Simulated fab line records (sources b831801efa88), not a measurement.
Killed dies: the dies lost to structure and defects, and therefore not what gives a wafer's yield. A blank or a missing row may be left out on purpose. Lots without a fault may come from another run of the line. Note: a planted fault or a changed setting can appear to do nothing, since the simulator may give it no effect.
A lot that was struck, set against a sound lot | flow sky130 | 19 out of 708 route steps
Sound: wafers L945.2, L945.4, L945.6. Struck: wafer L948.3. (L948.2, L948.6 of the same lot were not struck and are left out.) The cause comes at the end.
For every step that has rows: the tool of each side, followed by ch and its chambers, followed by its first start. Under that, the readings that differ: sound wafers | struck wafers | difference of the means | sigmas: that difference in standard deviations of wafers without a fault.
alike: same words and numbers on both sides, and readings whose means sit less than 2 such deviations apart. not compared: any withheld reading, any reading some wafer has no value for, any bound like >300 that may hide the same value, and any number with overlapping values for which the record gives no deviation.
The two part at a step that has a row with sigmas, a row that says differs or no value, or rows on one side only. Numbers that don't overlap but have no deviation are shown without sigmas and don't part them. A reading that every wafer of one side lacks parts them only if that side has two wafers or more.

SKY_METAL3_SPUTTER_02: material AlCu, target thk 735 nm, time 39.1 s.
  struck on pvd sputter-04, day 39 22:09; sound on pvd sputter-02, day 39 00:12
  alike: throttle valve pct
SKY_METAL3_SPUTTER_03: material Ti, target thk 5 nm, time 3.3 s.
  struck on pvd sputter-04, day 39 22:11; sound on pvd sputter-02, day 39 00:14
  alike: throttle valve pct
SKY_METAL3_SPUTTER_04: material TiN, target thk 70 nm, time 58.3 s.
  struck on pvd sputter-04, day 39 22:12; sound on pvd sputter-02, day 39 00:15
  alike: throttle valve pct
SKY_CAPM_CVD_00: deposits SiO2, target thk 15.5 nm.
  sound on pecvd-01 ch 1,2, day 39 00:18; struck on pecvd-02 ch 2, day 39 22:15
  alike: heater power w, rf fwd power W
SKY_CAPM_THK_MEAS_01:
  struck on film metro-02, day 39 22:17; sound on film metro-02, day 39 00:20
  alike: CAPM_CVD_00_THK
SKY_CAPM_SPUTTER_02: material TiN, target thk 200 nm, time 166.7 s.
  struck on pvd sputter-03, day 39 22:20; sound on pvd sputter-03, day 39 00:23
  alike: throttle valve pct
SKY_CAPM_RS_MEAS_03: measurement is done with a four-point probe.
  struck on film metro-03, day 39 22:28; sound on film metro-03, day 39 00:31
  alike: CAPM_TIN_RS
SKY_CAPM_THK_MEAS_04: measures by xrf.
  struck on film metro-03, day 39 22:35; sound on film metro-03, day 39 00:37
  reading           | sound             | struck | difference | sigmas
  CAPM_TIN_THK (nm) | 198.5 199.5 199.2 | 195.0  | -4.1       | -2
then, 4 steps without rows for these wafers: SKY_CAPM_DEHYDRATE_05 (time 60 s); SKY_CAPM_HMDS_06 (prime time 60 s); SKY_CAPM_COAT_07 (resist thk 1140 nm); SKY_CAPM_SOFTBAKE_08 (time 60 s).
SKY_CAPM_EXPOSE_09: exposes mask CAPM, target cd 1000 nm.
  sound on iline stepper-01 ch 0, day 39 13:44; struck on iline stepper-01 ch 0, day 40 11:29
  alike: mask
then, 2 steps without rows for these wafers: SKY_CAPM_PEB_10; SKY_CAPM_DEVELOP_11 (develop time 60 s).
SKY_CAPM_OVL_MEAS_12:
  struck on overlay-02, day 40 22:52; sound on overlay-02, day 40 01:14
  alike: CAPM_OVL
SKY_CAPM_METAL_ETCH_13: etches TiN in Cl2/BCl3, stops on SiO2, target depth 220 nm, time 62.9 s.
  sound on rie metal-03 ch 1, day 40 01:16; struck on rie metal-02 ch 0, day 40 22:53
  reading               | sound             | struck | difference | sigmas
  oes product au (a.u.) | 0.939 0.932 0.948 | 0.925  | -0.015     | -2
  model.CAPM.cd nm (nm) | 1000 1000 1001    | 920.4  | -79.9      |
  alike: drypump motor current A, rf fwd power W, throttle valve pct
  not compared: rf hours counter h
then, 1 step without rows for these wafers: SKY_CAPM_STRIP_14 (strips in O2/N2).
-- the record jumps here: 8 days lie between the struck wafers' starts before and after (it left off in module CAPM and takes up again in module PAD_OPEN, whose first step shown is number 708 of the route) --
SKY_PAD_OPEN_PROBE_99:
  struck on prober-02, day 48 17:01; sound on prober-02, day 47 19:47
  reading                  | sound       | struck | difference | sigmas
  sort_bin_3_pad_short (%) | 0.2 1.0 0.6 | 1.6    | +1.0       | +3
  alike: defect limited yield, killed_at_M0_to_M3, killed_at_M4_up, killed at contacts, killed at front end, killed at other, killed dies, killed open, killed short, sort_bin_5_function, sort_bin_6_memory, sort n pass, sort yield pct

== WHERE THEY PART ==
Last at SKY_PAD_OPEN_PROBE_99 as far as this record goes, first at SKY_CAPM_THK_MEAS_04.

WHY: whatever the simulator had introduced
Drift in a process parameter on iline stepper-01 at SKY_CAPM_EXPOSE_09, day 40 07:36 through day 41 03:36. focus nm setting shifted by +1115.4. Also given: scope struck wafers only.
